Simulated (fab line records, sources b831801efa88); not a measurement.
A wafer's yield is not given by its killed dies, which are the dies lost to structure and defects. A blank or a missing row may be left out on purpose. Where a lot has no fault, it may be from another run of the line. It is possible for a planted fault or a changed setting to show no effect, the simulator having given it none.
fab line records | flow sfq-line | part 1 of 2: steps 1 to 27 of 34
record: lots: 5 | wafers: 15 | last-day: 92
route steps=325 shown L0@11 L0V@16 M0@28 I0@43
lots untouched by any fault: they come from a run of this same line in which no faults occurred
start-h: hours from the record's first day to the start of the lot's first wafer shown | wait-h: hours since the lot's step before | " the same as in the row above | L1.1+2: a single row standing in for several wafers | - no value present, or no start provided | * or withheld: withheld | < > ~ a bound
route shown NAME@n: NAME is a module with steps in the file, n the number in the route of the first one | usual: the fault-free wafers' mean and standard deviation | same: alike in all rows | chamber/n: place in a boat | sites: readings site by site | _std_site: how widely they spread, as a standard deviation | _edge_site: the outer-site mean with the inner-site mean subtracted | radius-mm: for every site, how far away it sits from the centre of the wafer | mask NAME#n: copy n | behind: the most recent tool/chamber to have shaped the wafer | hold: reason for holding the lot/hours on hold/outcome of the hold | device: the transistor (n, p or np) that didn't switch | end of line: the same wafers' tests at the end of the route | for a step that has no rows: nothing shown but its recipe | killed: not the wafer's yield, but the dies lost to structure and defects at the first sort | map: per-die view of a wafer (x killed, . not killed, _ where there is no die)
set.NAME: the setting as run; set.NAME@STEP: as run at that earlier step | model.NAME: the simulator's own value behind a step, which no gauge read
certain route steps with their lots: each step a table, each wafer a row
services: the hour from which a tool's chamber was out of use, counted from the record's first day as start-h (under 0 if before that day), plus the number of hours and why
== steps ==
step: SFQ_TRILAYER_L0_LITHO_DEVELOP_007
recipe: time-s: 60 | resist: KrF
lot.wafer  | tool           | chamber | start-h | wait-h
L074.2+4+5 | litho-track-03 | 0       | 85.07   | 0.1
L077.1+2+5 | litho-track-03 | 0       | 95.84   | 0.1
L083.1+2+6 | litho-track-02 | 0       | 132.72  | 0.1
L090.1+2+6 | litho-track-03 | 0       | 172.79  | 0.1
L097.1+3+4 | litho-track-02 | 0       | 209.96  | 0.1
step: SFQ_TRILAYER_L0_BARC_OPEN_METAL_ETCH_010
recipe: mask-material: PR | chemistry: O2 | target-depth-nm: 125 | target: BARC | icp-w: 600 | bias-w: 80 | pressure-mtorr: 10 | time-s: 41.7
usual: chamber-pressure-mTorr: 10.000/0.009 | drypump-motor-current-A: 6.0/0.52 | oes-product-au: 0.685/0.0041 | rf-fwd-power-W: 595.3/1.9
lot.wafer | tool         | chamber | start-h | wait-h | chamber-pressure-mTorr | drypump-motor-current-A | oes-product-au | rf-fwd-power-W | rf-hours-counter-h
L074.2    | rie-metal-03 | 1       | 85.19   | 0.1    | 9.992                  | 5.7                     | 0.684          | 595.7          | 1
L074.4    | "            | 1       | "       | "      | 10.015                 | 5.7                     | 0.684          | 595.0          | -
L074.5    | "            | 0       | "       | "      | 10.000                 | 6.6                     | 0.692          | 597.1          | -
L077.1    | rie-metal-02 | 0       | 95.99   | 0.1    | 9.994                  | 6.3                     | 0.687          | 598.7          | 43
L077.2    | "            | 1       | "       | "      | 9.998                  | 5.9                     | 0.684          | 598.8          | 200
L077.5    | "            | 1       | "       | "      | 9.980                  | 5.9                     | 0.681          | 598.6          | -
L083.1    | rie-metal-04 | 0       | 132.87  | 0.1    | 10.008                 | 6.4                     | 0.680          | 597.0          | 23
L083.2    | "            | 1       | "       | "      | 10.005                 | 5.1                     | 0.681          | 596.1          | 18
L083.6    | "            | 0       | "       | "      | 9.996                  | 6.4                     | 0.685          | 597.6          | -
L090.1    | rie-metal-04 | 0       | 172.94  | 0.1    | 9.997                  | 6.4                     | 0.688          | 596.0          | 30
L090.2    | "            | 0       | "       | "      | 10.002                 | 6.4                     | 0.693          | 596.8          | -
L090.6    | "            | 0       | "       | "      | 10.003                 | 6.4                     | 0.679          | 594.5          | -
L097.1    | rie-metal-04 | 0       | 210.11  | 0.1    | 10.001                 | 6.4                     | 0.683          | 596.3          | 37
L097.3    | "            | 1       | "       | "      | 9.996                  | 5.2                     | 0.690          | 594.4          | -
L097.4    | "            | 0       | "       | "      | 9.990                  | 6.4                     | 0.686          | 595.0          | -
step: SFQ_TRILAYER_L0_ETCH_METAL_ETCH_008
recipe: target: MoNx_KI | stop-on: SiO2 | mask-material: PR | chemistry: SF6/O2 | target-depth-nm: 50 | icp-w: 600 | bias-w: 80 | pressure-mtorr: 10 | time-s: 25
usual: chamber-pressure-mTorr: 9.998/0.0086 | drypump-motor-current-A: 6.0/0.52 | oes-product-au: 0.874/0.007 | rf-fwd-power-W: 593.6/2.2
lot.wafer | tool         | chamber | start-h | wait-h | chamber-pressure-mTorr | drypump-motor-current-A | oes-product-au | rf-fwd-power-W | rf-hours-counter-h
L074.2    | rie-metal-03 | 1       | 85.25   | 0.0    | 10.005                 | 5.7                     | 0.866          | 592.1          | 1
L074.4    | "            | 1       | "       | "      | 9.996                  | 5.8                     | 0.864          | 590.8          | -
L074.5    | "            | 0       | "       | "      | 9.994                  | 6.6                     | 0.871          | 595.0          | -
L077.1    | rie-metal-02 | 0       | 96.05   | 0.0    | 9.975                  | 6.3                     | 0.877          | 594.3          | 43
L077.2    | "            | 1       | "       | "      | 10.008                 | 5.9                     | 0.889          | 594.1          | 200
L077.5    | "            | 1       | "       | "      | 10.011                 | 5.9                     | 0.882          | 595.1          | -
L083.1    | rie-metal-04 | 0       | 132.92  | 0.0    | 10.001                 | 6.4                     | 0.893          | 595.9          | 23
L083.2    | "            | 1       | "       | "      | 10.001                 | 5.2                     | 0.864          | 593.4          | 18
L083.6    | "            | 0       | "       | "      | 9.994                  | 6.4                     | 0.877          | 595.3          | -
L090.1    | rie-metal-04 | 0       | 173.06  | 0.1    | 10.002                 | 6.4                     | 0.882          | 592.8          | 30
L090.2    | "            | 0       | "       | "      | 9.993                  | 6.4                     | 0.879          | 595.6          | -
L090.6    | "            | 0       | "       | "      | 9.985                  | 6.4                     | 0.878          | 593.7          | -
L097.1    | rie-metal-04 | 0       | 210.17  | 0.0    | 10.005                 | 6.4                     | 0.878          | 594.7          | 37
L097.3    | "            | 1       | "       | "      | 10.016                 | 5.2                     | 0.878          | 589.9          | -
L097.4    | "            | 0       | "       | "      | 9.990                  | 6.4                     | 0.884          | 593.4          | -
step: SFQ_TRILAYER_L0_STRIP_STRIP_009
recipe: gas: O2 | power-w: 200 | platen-temp-c: 40 | overash-fraction: 0.65 | chemistry: O2 | pressure-mtorr: 50
usual: chamber-pressure-mTorr: 50.00/0.046 | drypump-motor-current-A: 6.0/0.51 | oes-product-au: 0.997/0.0084
lot.wafer | tool         | chamber | start-h | wait-h | chamber-pressure-mTorr | drypump-motor-current-A | oes-product-au | rf-hours-counter-h
L074.2    | rie-metal-03 | 1       | 85.30   | 0.0    | 50.03                  | 5.7                     | 0.997          | 2
L074.4    | "            | 1       | "       | "      | 49.90                  | 5.7                     | 0.997          | -
L074.5    | "            | 0       | "       | "      | 49.95                  | 6.6                     | 0.991          | -
L077.1    | rie-metal-02 | 0       | 96.10   | 0.0    | 49.95                  | 6.2                     | 1.000          | 43
L077.2    | "            | 1       | "       | "      | 49.95                  | 5.9                     | 1.002          | 200
L077.5    | "            | 1       | "       | "      | 50.03                  | 5.9                     | 0.994          | -
L083.1    | rie-metal-04 | 0       | 132.97  | 0.0    | 49.96                  | 6.4                     | 0.992          | 23
L083.2    | "            | 1       | "       | "      | 50.04                  | 5.2                     | 1.005          | 18
L083.6    | "            | 0       | "       | "      | 49.99                  | 6.4                     | 0.981          | -
L090.1    | rie-metal-04 | 0       | 173.15  | 0.1    | 49.97                  | 6.4                     | 0.990          | 30
L090.2    | "            | 0       | "       | "      | 50.00                  | 6.4                     | 0.987          | -
L090.6    | "            | 0       | "       | "      | 50.00                  | 6.3                     | 0.984          | -
L097.1    | rie-metal-04 | 0       | 210.22  | 0.0    | 50.05                  | 6.3                     | 0.997          | 37
L097.3    | "            | 1       | "       | "      | 49.91                  | 5.2                     | 1.011          | -
L097.4    | "            | 0       | "       | "      | 50.04                  | 6.4                     | 0.997          | -
step: SFQ_TRILAYER_L0_STRIP_SOLV_CLEAN_010
recipe: chemistry: NMP | temp-c: 70 | time-s: 600
lot.wafer  | tool         | chamber | start-h | wait-h
L074.2+4+5 | wet-bench-04 | 7,1,4   | 85.90   | 0.4
L077.1+2+5 | wet-bench-01 | 5,4,2   | 96.70   | 0.4
L083.1+2+6 | wet-bench-04 | 2,1,0   | 133.57  | 0.4
L090.1+2+6 | wet-bench-02 | 5,6,3   | 174.35  | 1.0
L097.1+3+4 | wet-bench-04 | 5,2,1   | 210.82  | 0.4
step: SFQ_TRILAYER_L0_CAP_PECVD_011
recipe: material: SiO2 | temp-c: 150 | time-s: 13.333 | pressure-torr: 2.4 | rf-w: 183.3 | precursor: SiH4/N2O | target-thk-nm: 60
usual: heater-power-w: 86/18 | rf-fwd-power-W: 179.6/1 | throttle-valve-pct: 25.0/0.69
lot.wafer | tool     | chamber | start-h | wait-h | heater-power-w | rf-fwd-power-W | throttle-valve-pct
L074.2    | pecvd-03 | 0       | 86.07   | 0.0    | 104            | 181.0          | 25.2
L074.4    | "        | 0       | "       | "      | 103            | 180.8          | 25.6
L074.5    | "        | 2       | "       | "      | 78             | 179.2          | 25.3
L077.1    | pecvd-01 | 0       | 96.87   | 0.0    | 98             | 178.5          | 24.1
L077.2    | "        | 1       | "       | "      | 94             | 178.3          | 24.5
L077.5    | "        | 2       | "       | "      | 56             | 178.6          | 25.9
L083.1    | pecvd-01 | 2       | 133.75  | 0.0    | 61             | 178.8          | 25.7
L083.2    | "        | 1       | "       | "      | 97             | 179.8          | 24.6
L083.6    | "        | 2       | "       | "      | 60             | 177.4          | 25.6
L090.1    | pecvd-01 | 0       | 174.53  | 0.0    | 96             | 178.6          | 24.6
L090.2    | "        | 1       | "       | "      | 105            | 180.4          | 24.8
L090.6    | "        | 2       | "       | "      | 64             | 179.4          | 25.4
L097.1    | pecvd-02 | 1       | 210.99  | 0.0    | 83             | 179.9          | 23.5
L097.3    | "        | 0       | "       | "      | 62             | 179.8          | 25.7
L097.4    | "        | 2       | "       | "      | 82             | 178.6          | 25.6
step: SFQ_TRILAYER_L0_VIA_LITHO_COAT_018
recipe: resist: BARC | spin-rpm: 3000 | resist-thk-nm: 62
lot.wafer  | tool           | chamber | start-h | wait-h
L074.2+4+5 | litho-track-02 | 0       | 86.14   | 0.1
L077.1+2+5 | litho-track-04 | 0       | 96.89   | 0.0
L083.1+2+6 | litho-track-04 | 0       | 133.77  | 0.0
L090.1+2+6 | litho-track-02 | 0       | 174.55  | 0.0
L097.1+3+4 | litho-track-01 | 0       | 211.01  | 0.0
step: SFQ_TRILAYER_L0_VIA_LITHO_COAT_013
recipe: resist: KrF | spin-rpm: 3000 | resist-thk-nm: 650
lot.wafer  | tool           | chamber | start-h | wait-h
L074.2+4+5 | litho-track-02 | 0       | 86.44   | 0.2
L077.1+2+5 | litho-track-04 | 0       | 97.19   | 0.2
L083.1+2+6 | litho-track-04 | 0       | 134.07  | 0.2
L090.1+2+6 | litho-track-02 | 0       | 174.85  | 0.2
L097.1+3+4 | litho-track-01 | 0       | 211.31  | 0.2
step: SFQ_TRILAYER_L0_VIA_LITHO_SOFTBAKE_017
recipe: temp-c: withheld | time-s: withheld | resist: KrF
lot.wafer  | tool           | chamber | start-h | wait-h
L074.2+4+5 | litho-track-02 | 0       | 86.72   | 0.2
L077.1+2+5 | litho-track-04 | 0       | 97.49   | 0.2
L083.1+2+6 | litho-track-04 | 0       | 134.37  | 0.2
L090.1+2+6 | litho-track-02 | 0       | 175.15  | 0.2
L097.1+3+4 | litho-track-01 | 0       | 211.61  | 0.2
step: SFQ_TRILAYER_L0_VIA_LITHO_EXPOSE_014
recipe: mask-id: L0V | na: 0.6 | source-shape: conventional | sigma-outer: 0.65 | target-cd-nm: 700 | dose-mj: 21.3
usual: focus-offset-nm: -0.1/0.56
lot.wafer | tool           | chamber | start-h | wait-h | mask  | focus-offset-nm
L074.2    | krf-scanner-01 | 0       | 159.17  | -      | L0V#0 | -0.6
L074.4    | "              | 0       | "       | "      | L0V#0 | -0.7
L074.5    | "              | 0       | "       | "      | L0V#0 | 0.2
L077.1    | krf-scanner-02 | 0       | 175.04  | -      | L0V#0 | -0.8
L077.2    | "              | 0       | "       | "      | L0V#0 | 0.6
L077.5    | "              | 0       | "       | "      | L0V#0 | 0.6
L083.1    | krf-scanner-02 | 0       | 215.81  | -      | L0V#0 | 0.4
L083.2    | "              | 0       | "       | "      | L0V#0 | 0.2
L083.6    | "              | 0       | "       | "      | L0V#0 | -0.3
L090.1    | krf-scanner-02 | 0       | 263.91  | -      | L0V#0 | -1.1
L090.2    | "              | 0       | "       | "      | L0V#0 | -0.2
L090.6    | "              | 0       | "       | "      | L0V#0 | 0.0
L097.1    | krf-scanner-01 | 0       | 312.78  | -      | L0V#0 | -0.8
L097.3    | "              | 0       | "       | "      | L0V#0 | 0.0
L097.4    | "              | 0       | "       | "      | L0V#0 | -1.0
step: SFQ_TRILAYER_L0_VIA_LITHO_PEB_016
recipe: peb-temp-c: 115 | peb-time-s: 60 | resist: KrF
lot.wafer  | tool           | chamber | start-h | wait-h
L074.2+4+5 | litho-track-02 | 0       | 160.19  | 0.8
L077.1+2+5 | litho-track-01 | 0       | 176.24  | 1.0
L083.1+2+6 | litho-track-04 | 0       | 217.01  | 1.0
L090.1+2+6 | litho-track-02 | 0       | 265.11  | 1.0
L097.1+3+4 | litho-track-01 | 0       | 313.98  | 1.0
step: SFQ_TRILAYER_L0_VIA_LITHO_DEVELOP_015
recipe: time-s: 60 | resist: KrF
lot.wafer  | tool           | chamber | start-h | wait-h
L074.2+4+5 | litho-track-02 | 0       | 160.34  | 0.1
L077.1+2+5 | litho-track-01 | 0       | 176.39  | 0.1
L083.1+2+6 | litho-track-04 | 0       | 217.16  | 0.1
L090.1+2+6 | litho-track-02 | 0       | 265.26  | 0.1
L097.1+3+4 | litho-track-01 | 0       | 314.13  | 0.1
step: SFQ_L0V_OVL_MEAS_903
usual: L0V_OVL: -1/4.9
lot.wafer | tool       | chamber | start-h | wait-h | L0V_OVL[nm]
L074.2    | overlay-01 | -       | 160.47  | 0.1    | 0
L074.4    | "          | -       | "       | "      | -7
L074.5    | "          | -       | "       | "      | -4
L077.1    | overlay-01 | -       | 176.54  | 0.1    | 3
L077.2    | "          | -       | "       | "      | 0
L077.5    | "          | -       | "       | "      | 2
L083.1    | overlay-01 | -       | 217.31  | 0.1    | -2
L083.2    | "          | -       | "       | "      | -9
L083.6    | "          | -       | "       | "      | -1
L090.1    | overlay-01 | -       | 265.41  | 0.1    | 1
L090.2    | "          | -       | "       | "      | 7
L090.6    | "          | -       | "       | "      | 1
L097.1    | overlay-02 | -       | 314.28  | 0.1    | -4
L097.3    | "          | -       | "       | "      | -5
L097.4    | "          | -       | "       | "      | 1
step: SFQ_TRILAYER_L0_VIA_BARC_OPEN_VIA_ETCH_021
recipe: mask-material: PR | chemistry: O2 | target-depth-nm: 125 | target: BARC | source-w: 500 | bias-w: 80 | pressure-mtorr: 30 | time-s: 41.7
usual: chamber-pressure-mTorr: 29.997/0.027 | drypump-motor-current-A: 5.4/0.53 | oes-product-au: 0.685/0.0047 | rf-fwd-power-W: 494.6/2.4
lot.wafer | tool        | chamber | start-h | wait-h | chamber-pressure-mTorr | drypump-motor-current-A | oes-product-au | rf-fwd-power-W | rf-hours-counter-h
L074.2    | rie-diel-04 | 0       | 160.50  | 0.0    | 30.001                 | 5.7                     | 0.685          | 494.7          | 18
L074.4    | "           | 2       | "       | "      | 30.023                 | 5.3                     | 0.692          | 495.7          | 77
L074.5    | "           | 1       | "       | "      | 30.006                 | 5.3                     | 0.684          | 498.1          | -
L077.1    | rie-diel-02 | 0       | 176.57  | 0.0    | 29.972                 | 5.6                     | 0.683          | 493.6          | 99
L077.2    | "           | 3       | "       | "      | 29.976                 | 5.9                     | 0.671          | 488.7          | 103
L077.5    | "           | 0       | "       | "      | 30.002                 | 5.5                     | 0.687          | 495.0          | -
L083.1    | rie-diel-04 | 1       | 217.35  | 0.0    | 30.003                 | 5.3                     | 0.688          | 496.4          | 6
L083.2    | "           | 2       | "       | "      | 29.961                 | 5.3                     | 0.687          | 494.8          | 77
L083.6    | "           | 2       | "       | "      | 30.016                 | 5.3                     | 0.681          | 494.7          | -
L090.1    | rie-diel-03 | 0       | 265.45  | 0.0    | 29.937                 | 6.6                     | 0.678          | 497.5          | 6
L090.2    | "           | 3       | "       | "      | 29.979                 | 4.7                     | 0.690          | 497.1          | 57
L090.6    | "           | 2       | "       | "      | 30.025                 | 5.7                     | 0.680          | 496.8          | -
L097.1    | rie-diel-02 | 1       | 314.32  | 0.0    | 30.049                 | 5.0                     | 0.683          | 494.5          | 0
L097.3    | "           | 0       | "       | "      | 29.974                 | 5.5                     | 0.681          | 495.9          | 101
L097.4    | "           | 2       | "       | "      | 29.993                 | 5.0                     | 0.688          | 489.8          | 22
step: SFQ_TRILAYER_L0_VIA_ETCH_VIA_ETCH_016
recipe: target: SiO2 | stop-on: MoNx_KI | mask-material: PR | chemistry: CHF3 | target-depth-nm: 80 | source-w: 500 | bias-w: 80 | pressure-mtorr: 30 | time-s: withheld
usual: chamber-pressure-mTorr: 29.999/0.028 | drypump-motor-current-A: 5.4/0.52 | oes-product-au: 0.842/0.0073 | rf-fwd-power-W: 495.4/1.9
lot.wafer | tool        | chamber | start-h | wait-h | chamber-pressure-mTorr | drypump-motor-current-A | oes-product-au | rf-fwd-power-W
L074.2    | rie-diel-04 | 0       | 160.54  | 0.0    | 30.075                 | 5.7                     | 0.840          | 495.2
L074.4    | "           | 2       | "       | "      | 29.943                 | 5.3                     | 0.845          | 496.9
L074.5    | "           | 1       | "       | "      | 30.016                 | 5.3                     | 0.849          | 495.4
L077.1    | rie-diel-02 | 0       | 176.61  | 0.0    | 29.966                 | 5.5                     | 0.836          | 492.9
L077.2    | "           | 3       | "       | "      | 30.008                 | 5.8                     | 0.838          | 493.3
L077.5    | "           | 0       | "       | "      | 29.967                 | 5.5                     | 0.839          | 494.8
L083.1    | rie-diel-04 | 1       | 217.39  | 0.0    | 30.014                 | 5.4                     | 0.840          | 495.9
L083.2    | "           | 2       | "       | "      | 29.995                 | 5.3                     | 0.826          | 493.9
L083.6    | "           | 2       | "       | "      | 30.011                 | 5.3                     | 0.847          | 494.3
L090.1    | rie-diel-03 | 0       | 265.49  | 0.0    | 30.046                 | 6.6                     | 0.840          | 497.5
L090.2    | "           | 3       | "       | "      | 30.000                 | 4.7                     | 0.839          | 497.5
L090.6    | "           | 2       | "       | "      | 30.013                 | 5.8                     | 0.857          | 496.0
L097.1    | rie-diel-02 | 1       | 314.36  | 0.0    | 29.996                 | 5.0                     | 0.838          | 494.8
L097.3    | "           | 0       | "       | "      | 30.014                 | 5.5                     | 0.843          | 494.3
L097.4    | "           | 2       | "       | "      | 29.956                 | 5.1                     | 0.848          | 495.2
step: SFQ_TRILAYER_L0_VIA_STRIP_STRIP_017
recipe: gas: O2 | power-w: 200 | platen-temp-c: 40 | overash-fraction: 0.65 | chemistry: O2 | pressure-mtorr: 50
usual: chamber-pressure-mTorr: 50.00/0.047 | drypump-motor-current-A: 6.0/0.43 | oes-product-au: 1.000/0.011
lot.wafer | tool         | chamber | start-h | wait-h | chamber-pressure-mTorr | drypump-motor-current-A | oes-product-au | rf-hours-counter-h
L074.2    | rie-metal-04 | 1       | 160.59  | -      | 50.07                  | 5.1                     | 0.998          | 23
L074.4    | "            | 1       | "       | "      | 49.98                  | 5.1                     | 0.999          | -
L074.5    | "            | 0       | "       | "      | 50.03                  | 6.4                     | 0.992          | -
L077.1    | rie-metal-01 | 1       | 176.66  | -      | 49.98                  | 6.1                     | 0.995          | 104
L077.2    | "            | 0       | "       | "      | 49.96                  | 5.9                     | 1.012          | 171
L077.5    | "            | 0       | "       | "      | 50.05                  | 5.9                     | 1.009          | -
L083.1    | rie-metal-01 | 0       | 217.43  | -      | 50.03                  | 5.9                     | 1.022          | 179
L083.2    | "            | 1       | "       | "      | 50.02                  | 6.1                     | 1.000          | 112
L083.6    | "            | 0       | "       | "      | 50.08                  | 6.0                     | 1.006          | -
L090.1    | rie-metal-03 | 0       | 265.53  | -      | 49.90                  | 6.6                     | 0.990          | 40
L090.2    | "            | 1       | "       | "      | 50.02                  | 5.7                     | 1.004          | 34
L090.6    | "            | 0       | "       | "      | 50.04                  | 6.6                     | 0.989          | -
L097.1    | rie-metal-04 | 0       | 314.41  | -      | 50.01                  | 6.4                     | 1.002          | 54
L097.3    | "            | 0       | "       | "      | 49.96                  | 6.4                     | 1.003          | -
L097.4    | "            | 1       | "       | "      | 50.01                  | 5.2                     | 1.007          | -
step: SFQ_TRILAYER_L0_VIA_STRIP_SOLV_CLEAN_018
recipe: chemistry: NMP | temp-c: 70 | time-s: 600
lot.wafer  | tool         | chamber | start-h | wait-h
L074.2+4+5 | wet-bench-02 | 3,5,7   | 161.19  | 0.4
L077.1+2+5 | wet-bench-03 | 5,0,7   | 177.26  | 0.4
L083.1+2+6 | wet-bench-02 | 3,5,7   | 218.03  | 0.4
L090.1+2+6 | wet-bench-02 | 3,1,4   | 266.13  | 0.4
L097.1+3+4 | wet-bench-04 | 4,5,2   | 315.01  | 0.4
step: SFQ_TRILAYER_M0_DEP_PRE_CLEAN_020
recipe: gas: Ar | time-s: 15 | bias-v: 250
lot.wafer  | tool           | chamber | start-h | wait-h
L074.2+4+5 | pvd-sputter-06 | -       | 161.36  | 0.0
L077.1+2+5 | pvd-sputter-04 | -       | 177.44  | 0.0
L083.1+2+6 | pvd-sputter-05 | -       | 218.21  | 0.0
L090.1+2+6 | pvd-sputter-06 | -       | 266.31  | 0.0
L097.1+3+4 | pvd-sputter-05 | -       | 315.18  | 0.0
step: SFQ_TRILAYER_M0_DEP_SPUTTER_019
recipe: material: Nb | base-pressure-pa: 1.33e-06 | chamber-pressure-pa: 0.1333 | substrate-temp-c: 20 | resputter-cathode-voltage-v: 400 | target-thk-nm: 200 | power-w: 2000 | time-s: 133.3
usual: throttle-valve-pct: 29.7/0.76
lot.wafer | tool           | chamber | start-h | wait-h | throttle-valve-pct
L074.2    | pvd-sputter-06 | -       | 161.39  | 0.0    | 28.5
L074.4    | "              | -       | "       | "      | 30.1
L074.5    | "              | -       | "       | "      | 28.5
L077.1    | pvd-sputter-04 | -       | 177.46  | 0.0    | 30.5
L077.2    | "              | -       | "       | "      | 30.8
L077.5    | "              | -       | "       | "      | 30.7
L083.1    | pvd-sputter-05 | -       | 218.23  | 0.0    | 29.3
L083.2    | "              | -       | "       | "      | 29.9
L083.6    | "              | -       | "       | "      | 28.6
L090.1    | pvd-sputter-06 | -       | 266.33  | 0.0    | 29.7
L090.2    | "              | -       | "       | "      | 28.4
L090.6    | "              | -       | "       | "      | 28.7
L097.1    | pvd-sputter-05 | -       | 315.21  | 0.0    | 28.6
L097.3    | "              | -       | "       | "      | 29.6
L097.4    | "              | -       | "       | "      | 29.3
step: SFQ_M0_RS_MEAS_904
recipe: thk-meas-gauge: four-point-probe | reads: Nb_of_TRILAYER_M0_DEP_SPUTTER_019
usual: M0_NB_RS: 0.892/0.01
lot.wafer | tool          | chamber | start-h | wait-h | M0_NB_RS[ohm/sq]
L074.2    | film-metro-01 | -       | 161.50  | 0.1    | 0.917
L074.4    | "             | -       | "       | "      | 0.901
L074.5    | "             | -       | "       | "      | 0.917
L077.1    | film-metro-02 | -       | 177.55  | 0.0    | 0.894
L077.2    | "             | -       | "       | "      | 0.896
L077.5    | "             | -       | "       | "      | 0.893
L083.1    | film-metro-02 | -       | 218.32  | 0.0    | 0.874
L083.2    | "             | -       | "       | "      | 0.882
L083.6    | "             | -       | "       | "      | 0.870
L090.1    | film-metro-02 | -       | 266.42  | 0.0    | 0.879
L090.2    | "             | -       | "       | "      | 0.889
L090.6    | "             | -       | "       | "      | 0.891
L097.1    | film-metro-02 | -       | 315.30  | 0.0    | 0.870
L097.3    | "             | -       | "       | "      | 0.889
L097.4    | "             | -       | "       | "      | 0.886
step: SFQ_TRILAYER_M0_LITHO_COAT_026
recipe: resist: BARC | spin-rpm: 3000 | resist-thk-nm: 62
lot.wafer  | tool           | chamber | start-h | wait-h
L074.2+4+5 | litho-track-03 | 0       | 161.71  | 0.1
L077.1+2+5 | litho-track-03 | 0       | 177.73  | 0.1
L083.1+2+6 | litho-track-02 | 0       | 218.50  | 0.1
L090.1+2+6 | litho-track-02 | 0       | 266.60  | 0.1
L097.1+3+4 | litho-track-03 | 0       | 315.48  | 0.1
step: SFQ_TRILAYER_M0_LITHO_COAT_021
recipe: resist: KrF | spin-rpm: 3000 | resist-thk-nm: 600
lot.wafer  | tool           | chamber | start-h | wait-h
L074.2+4+5 | litho-track-03 | 0       | 162.01  | 0.2
L077.1+2+5 | litho-track-03 | 0       | 178.03  | 0.2
L083.1+2+6 | litho-track-02 | 0       | 218.80  | 0.2
L090.1+2+6 | litho-track-02 | 0       | 266.90  | 0.2
L097.1+3+4 | litho-track-03 | 0       | 315.78  | 0.2
step: SFQ_TRILAYER_M0_LITHO_SOFTBAKE_025
recipe: temp-c: withheld | time-s: withheld | resist: KrF
lot.wafer  | tool           | chamber | start-h | wait-h
L074.2+4+5 | litho-track-03 | 0       | 162.28  | 0.2
L077.1+2+5 | litho-track-03 | 0       | 178.33  | 0.2
L083.1+2+6 | litho-track-02 | 0       | 219.10  | 0.2
L090.1+2+6 | litho-track-02 | 0       | 267.20  | 0.2
L097.1+3+4 | litho-track-03 | 0       | 316.08  | 0.2
step: SFQ_TRILAYER_M0_LITHO_EXPOSE_022
recipe: mask-id: M0 | na: 0.6 | source-shape: conventional | sigma-outer: 0.65 | target-cd-nm: 500 | dose-mj: 14.4
usual: focus-offset-nm: -0.1/0.55
lot.wafer | tool           | chamber | start-h | wait-h | mask | focus-offset-nm
L074.2    | krf-scanner-02 | 0       | 250.91  | -      | M0#0 | -0.8
L074.4    | "              | 0       | "       | "      | M0#0 | -1.3
L074.5    | "              | 0       | "       | "      | M0#0 | -1.4
L077.1    | krf-scanner-01 | 0       | 267.63  | -      | M0#0 | -0.8
L077.2    | "              | 0       | "       | "      | M0#0 | -0.3
L077.5    | "              | 0       | "       | "      | M0#0 | -1.1
L083.1    | krf-scanner-01 | 0       | 325.98  | -      | M0#0 | 0.2
L083.2    | "              | 0       | "       | "      | M0#0 | -0.5
L083.6    | "              | 0       | "       | "      | M0#0 | 0.1
L090.1    | krf-scanner-02 | 0       | 389.36  | -      | M0#0 | 0.1
L090.2    | "              | 0       | "       | "      | M0#0 | 0.2
L090.6    | "              | 0       | "       | "      | M0#0 | -0.5
L097.1    | krf-scanner-02 | 0       | 444.73  | -      | M0#0 | -0.3
L097.3    | "              | 0       | "       | "      | M0#0 | -0.8
L097.4    | "              | 0       | "       | "      | M0#0 | 0.8
step: SFQ_TRILAYER_M0_LITHO_PEB_024
recipe: peb-temp-c: 115 | peb-time-s: 60 | resist: KrF
lot.wafer  | tool           | chamber | start-h | wait-h
L074.2+4+5 | litho-track-01 | 0       | 251.93  | 0.8
L077.1+2+5 | litho-track-02 | 0       | 268.83  | 1.0
L083.1+2+6 | litho-track-03 | 0       | 327.18  | 1.0
L090.1+2+6 | litho-track-01 | 0       | 390.56  | 1.0
L097.1+3+4 | litho-track-01 | 0       | 445.93  | 1.0
step: SFQ_TRILAYER_M0_LITHO_DEVELOP_023
recipe: time-s: 60 | resist: KrF
lot.wafer  | tool           | chamber | start-h | wait-h
L074.2+4+5 | litho-track-01 | 0       | 252.08  | 0.1
L077.1+2+5 | litho-track-02 | 0       | 268.98  | 0.1
L083.1+2+6 | litho-track-03 | 0       | 327.33  | 0.1
L090.1+2+6 | litho-track-01 | 0       | 390.71  | 0.1
L097.1+3+4 | litho-track-01 | 0       | 446.08  | 0.1
step: SFQ_M0_OVL_MEAS_906
usual: M0_OVL: 0/5.7
lot.wafer | tool       | chamber | start-h | wait-h | M0_OVL[nm]
L074.2    | overlay-01 | -       | 252.22  | 0.1    | -9
L074.4    | "          | -       | "       | "      | -6
L074.5    | "          | -       | "       | "      | -6
L077.1    | overlay-01 | -       | 269.13  | 0.1    | -2
L077.2    | "          | -       | "       | "      | -3
L077.5    | "          | -       | "       | "      | -2
L083.1    | overlay-01 | -       | 327.48  | 0.1    | 5
L083.2    | "          | -       | "       | "      | -4
L083.6    | "          | -       | "       | "      | -2
L090.1    | overlay-02 | -       | 390.86  | 0.1    | 3
L090.2    | "          | -       | "       | "      | 0
L090.6    | "          | -       | "       | "      | 2
L097.1    | overlay-02 | -       | 446.23  | 0.1    | 3
L097.3    | "          | -       | "       | "      | -2
L097.4    | "          | -       | "       | "      | -7
